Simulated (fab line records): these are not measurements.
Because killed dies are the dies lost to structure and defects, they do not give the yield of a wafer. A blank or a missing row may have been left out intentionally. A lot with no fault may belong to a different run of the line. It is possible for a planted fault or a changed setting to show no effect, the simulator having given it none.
The tool behind it: which one?	flow gf180mcu	39 wafers from 13 lots sampled at 5 of the route's 602 steps

== WHAT THE GAUGES READ, wafer by wafer ==
GF_V2_CD_MEAS_14 targets a cd of 260 nm. Usual: cd-nm 260.0 nm, standard deviation 1.2.
lot	measured	on	cd-nm (nm)	flag
L300	day 20 11:19	cd-sem-01	261.0 260.2 260.7	
L301	day 20 11:33	cd-sem-01	258.9 257.1 259.9	
L302	day 21 04:25	cd-sem-02	260.0 259.0 259.3	
L303	day 21 08:10	cd-sem-01	258.8 259.4 258.9	
L304	day 21 20:46	cd-sem-02	258.9 259.1 258.9	
L305	day 22 05:48	cd-sem-02	259.5 260.5 259.0	
L309	day 23 19:31	cd-sem-01	262.8 261.4 259.4	
L314	day 25 08:01	cd-sem-02	258.5 258.0 257.5	
L318	day 26 10:30	cd-sem-02	259.2 258.9 259.1	
L320	day 27 04:40	cd-sem-01	261.9 261.4 261.4	
L321	day 27 11:28	cd-sem-02	261.2 261.2 261.6	
L322	day 27 20:19	cd-sem-02	260.7 261.1 260.6	
L323	day 28 06:40	cd-sem-02	260.9 261.4 260.2	

GF_M3_OVL_MEAS_15. Usual: for M3_OVL the level is -3 nm and the standard deviation is 5.8.
lot	measured	on	M3_OVL (nm)	flag
L300	day 21 13:14	overlay-02	-6 -5 -9	
L301	day 21 13:35	overlay-01	-6 -8 1	
L302	day 22 06:10	overlay-02	2 9 6	
L303	day 22 09:04	overlay-02	-1 -4 0	
L304	day 22 21:14	overlay-01	1 -2 -9	
L305	day 23 06:46	overlay-01	0 5 -7	
L309	day 24 18:59	overlay-01	6 -6 8	
L314	day 26 07:05	overlay-01	-9 6 -3	
L318	day 27 07:59	overlay-01	-7 -1 -1	
L320	day 28 03:05	overlay-01	-2 -3 7	
L321	day 28 08:29	overlay-01	3 -4 -1	
L322	day 28 17:44	overlay-02	-6 -4 -13	
L323	day 29 04:02	overlay-01	0 -8 1	

GF_V3_THK_MEAS_01. Usual: for V3_CVD_00_THK the level is 598 nm and the standard deviation is 6.5.
lot	measured	on	V3_CVD_00_THK (nm)	flag
L300	day 21 14:20	film-metro-04	594 600 605	
L301	day 21 14:26	film-metro-01	594 603 605	
L302	day 22 06:55	film-metro-02	600 600 607	
L303	day 22 09:49	film-metro-01	616 610 608	
L304	day 22 22:00	film-metro-02	597 603 594	
L305	day 23 07:31	film-metro-02	593 608 591	
L309	day 24 19:47	film-metro-04	592 594 598	
L314	day 26 07:50	film-metro-02	510 592 604	OFF
L318	day 27 08:44	film-metro-02	605 604 601	
L320	day 28 03:50	film-metro-04	594 602 594	
L321	day 28 09:24	film-metro-01	599 590 597	
L322	day 28 18:37	film-metro-01	594 597 601	
L323	day 29 04:47	film-metro-01	590 595 600	

== WHAT TOOL EACH LOT RAN ON (gives the tool, then ch and the chambers of the sampled wafers, and finally the start) ==
lot	GF_V2_SPUTTER_21	GF_V3_CVD_00
L300	pvd-sputter-04, day 20 12:08	hdpcvd-01 ch 0,2, day 21 14:15
L301	pvd-sputter-01, day 20 12:23	hdpcvd-02 ch 0,1,2, day 21 14:21
L302	pvd-sputter-04, day 21 05:16	hdpcvd-02 ch 0,2, day 22 06:50
L303	pvd-sputter-02, day 21 08:59	hdpcvd-01 ch 0,2, day 22 09:45
L304	pvd-sputter-04, day 21 21:38	hdpcvd-02 ch 1,2, day 22 21:55
L305	pvd-sputter-02, day 22 06:41	hdpcvd-01 ch 0,1,2, day 23 07:27
L309	pvd-sputter-01, day 23 20:17	hdpcvd-02 ch 1,2, day 24 19:41
L314	pvd-sputter-01, day 25 08:52	hdpcvd-01 ch 0,1,2, day 26 07:46
L318	pvd-sputter-02, day 26 11:19	hdpcvd-02 ch 0,1,2, day 27 08:40
L320	pvd-sputter-02, day 27 05:29	hdpcvd-02 ch 0,1,2, day 28 03:46
L321	pvd-sputter-02, day 27 12:16	hdpcvd-02 ch 0,1,2, day 28 09:18
L322	pvd-sputter-01, day 27 21:10	hdpcvd-01 ch 0,1,2, day 28 18:32
L323	pvd-sputter-01, day 28 07:29	hdpcvd-02 ch 0,1, day 29 04:43
- GF_V2_SPUTTER_21: material Ti, target thk 15 nm, time 80.02 s.
- GF_V3_CVD_00: deposits SiO2, target thk 600 nm, time 100 s.

== WHAT THE TOOLS THEMSELVES READ (means of the sampled wafers that have a number; where no wafer has one, the mark that the record gives instead) ==
GF_V2_SPUTTER_21. Usual: throttle-valve-pct 29.8 %, standard deviation 0.89.
lot	tool	throttle-valve-pct (%)	flag
L300	pvd-sputter-04	30.3	
L301	pvd-sputter-01	29.1	
L302	pvd-sputter-04	30.5	
L303	pvd-sputter-02	29.8	
L304	pvd-sputter-04	29.7	
L305	pvd-sputter-02	29.8	
L309	pvd-sputter-01	29.5	
L314	pvd-sputter-01	29.8	
L318	pvd-sputter-02	30.1	
L320	pvd-sputter-02	30.1	
L321	pvd-sputter-02	29.6	
L322	pvd-sputter-01	30.2	
L323	pvd-sputter-01	28.8	

GF_V3_CVD_00. Usual: sih4-flow-sccm 60.02 sccm, standard deviation 0.19.
lot	tool	sih4-flow-sccm (sccm)	flag
L300	hdpcvd-01	59.86	
L301	hdpcvd-02	60.06	
L302	hdpcvd-02	59.94	
L303	hdpcvd-01	60.08	
L304	hdpcvd-02	60.11	
L305	hdpcvd-01	60.10	
L309	hdpcvd-02	59.85	
L314	hdpcvd-01	57.16	OFF
L318	hdpcvd-02	60.01	
L320	hdpcvd-02	59.86	
L321	hdpcvd-02	60.18	
L322	hdpcvd-01	59.98	
L323	hdpcvd-02	60.26	

== THE ANSWER, worked out from the rows above alone ==
Rule: take the mean of a lot's wafers that have a number; if it is more than 3 standard deviations from the usual mean, the lot is off. Also off: a lot with no number at a reading for which 4 or more lots have one. Any other lot the step has rows for is counted as sound. First the gauges in route order, then the tools' own readings, where a lot's mean is used as printed above. At the first step where some lot is off, the reading lying furthest off is the one used; lots without a number count as furthest.
Off: L314, seen at GF_V3_THK_MEAS_01 (V3_CVD_00_THK).
A tool fits if, at a process step before that reading, it ran every lot that is off, and no sound lot after the first of them. The gauges at GF_V3_THK_MEAS_01 aren't tried: what is off there is off at GF_V3_CVD_00 too, on other tools, and a gauge's error can't cause that. Of those tried, none fits.

== WHAT HAD BEEN PUT IN BY THE SIMULATOR ==
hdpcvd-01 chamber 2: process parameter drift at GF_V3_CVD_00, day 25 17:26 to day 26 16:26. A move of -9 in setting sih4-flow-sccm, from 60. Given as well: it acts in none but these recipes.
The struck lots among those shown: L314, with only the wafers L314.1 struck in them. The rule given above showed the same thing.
